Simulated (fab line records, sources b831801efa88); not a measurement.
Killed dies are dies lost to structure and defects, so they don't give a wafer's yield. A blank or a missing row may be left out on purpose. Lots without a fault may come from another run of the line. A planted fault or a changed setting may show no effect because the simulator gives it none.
A struck lot beside a sound one | flow sky130 | 15 steps out of a route of 708
Sound: wafers L725.2, L725.5, L725.6. Struck: wafers L726.1, L726.3, L726.6. The cause comes at the end.
At each step with rows: each side's tool, then ch and its chambers, then its first start. Under that, the readings that differ: sound wafers | struck wafers | difference of the means | sigmas: that difference in standard deviations of wafers without a fault.
alike: readings whose means differ by less than 2 such deviations, and words and numbers that are the same on both sides. not compared: withheld readings, readings that some wafer has no value for, bounds like >300 that may hide the same value, and numbers for which the record gives no deviation and whose values overlap.
The two part at a step that has a row with sigmas, a row that says differs or no value, or rows on one side only. Numbers that don't overlap but have no deviation are shown without sigmas and don't part them. A reading that every wafer of one side lacks parts them only if that side has two wafers or more.

first, 4 steps without rows for these wafers: SKY_LDD_N_SOFTBAKE_03 (time 60 s); SKY_LDD_N_EXPOSE_04 (exposes mask NTM, target cd 840 nm); SKY_LDD_N_PEB_05; SKY_LDD_N_DEVELOP_06 (develop time 60 s).
SKY_LDD_N_OVL_MEAS_07:
  sound on overlay-01, day 23 22:00; struck on overlay-01, day 24 15:10
  alike: LDD_N_OVL
then, 7 steps without rows for these wafers: SKY_LDD_N_IMPLANT_08; SKY_LDD_N_IMPLANT_09; SKY_LDD_N_IMPLANT_10; SKY_LDD_N_IMPLANT_11; SKY_LDD_N_IMPLANT_12; SKY_LDD_N_IMPLANT_13; SKY_LDD_N_IMPLANT_14.
SKY_LDD_N_IMPLANT_15:
  sound on implanter-02 ch 0, day 23 23:07; struck on implanter-01 ch 0, day 24 16:16
  reading            | sound                         | struck                        | difference | sigmas
  dose_ions_cm2      | 4.996e+12 4.994e+12 4.991e+12 | 2.491e+12 2.483e+12 2.492e+12 | -2.505e+12 | -99 or more
  faraday_current_uA | 29.4 27.2 27.7                | 14.0 13.7 13.8                | -14.3      | -26
SKY_LDD_N_STRIP_16: strips in O2/N2.
  sound on plasma_asher-02 ch 0,1, day 23 23:14; struck on plasma_asher-01 ch 0,1, day 24 16:25
  alike: drypump_motor_current_A, oes_product_au, strip_time_to_endpoint_s
  not compared: rf_hours_counter_h
-- the record jumps here: 26 days lie between the struck wafers' starts before and after (it left off in module LDD_N and takes up again in module PAD_OPEN, whose first step shown is number 708 of the route) --
SKY_PAD_OPEN_PROBE_99:
  sound on prober-01, day 49 19:42; struck on prober-02, day 50 04:41
  reading                                    | sound                | struck               | difference | sigmas
  killed_at_contacts                         | 22 29 32             | 9 25 16              | -11        | -2
  model.etest.nfet_01v8_turned.vt_sat_v (V)  | 0.6539 0.6578 0.662  | 0.6258 0.6237 0.6277 | -0.0322    |
  model.etest.nfet_01v8_lvt.vt_sat_v (V)     | 0.546 0.5499 0.5533  | 0.5316 0.5239 0.5308 | -0.0210    |
  model.etest.nfet_01v8_turned.vt_v (V)      | 0.703 0.703 0.709    | 0.699 0.695 0.6921   | -0.010     |
  model.etest.nfet_01v8.vt_sat_v (V)         | 0.655 0.6569 0.663   | 0.6524 0.6371 0.6419 | -0.0145    |
  model.etest.nfet_01v8_swapped.vt_sat_v (V) | 0.6585 0.6558 0.6606 | 0.6534 0.6467 0.6477 | -0.0090    |
  model.etest.nfet_01v8_lvt.vt_v (V)         | 0.6206 0.6171 0.6209 | 0.6122 0.6121 0.6102 | -0.0080    |
  alike: killed_at_M0_to_M3, killed_at_M4_up, killed_at_front_end, killed_at_other, killed_dies, killed_open, killed_short
  not compared: model.etest.nfet_01v8_turned.off_log10_a_um, model.etest.nfet_01v8.vt_v

WHERE THEY PART
First at SKY_LDD_N_IMPLANT_15; last, within this record, at SKY_PAD_OPEN_PROBE_99.

WHY: what the simulator had put in
Process parameter drift: implanter-01, from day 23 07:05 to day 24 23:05, at SKY_LDD_N_IMPLANT_15. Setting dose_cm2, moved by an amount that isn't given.
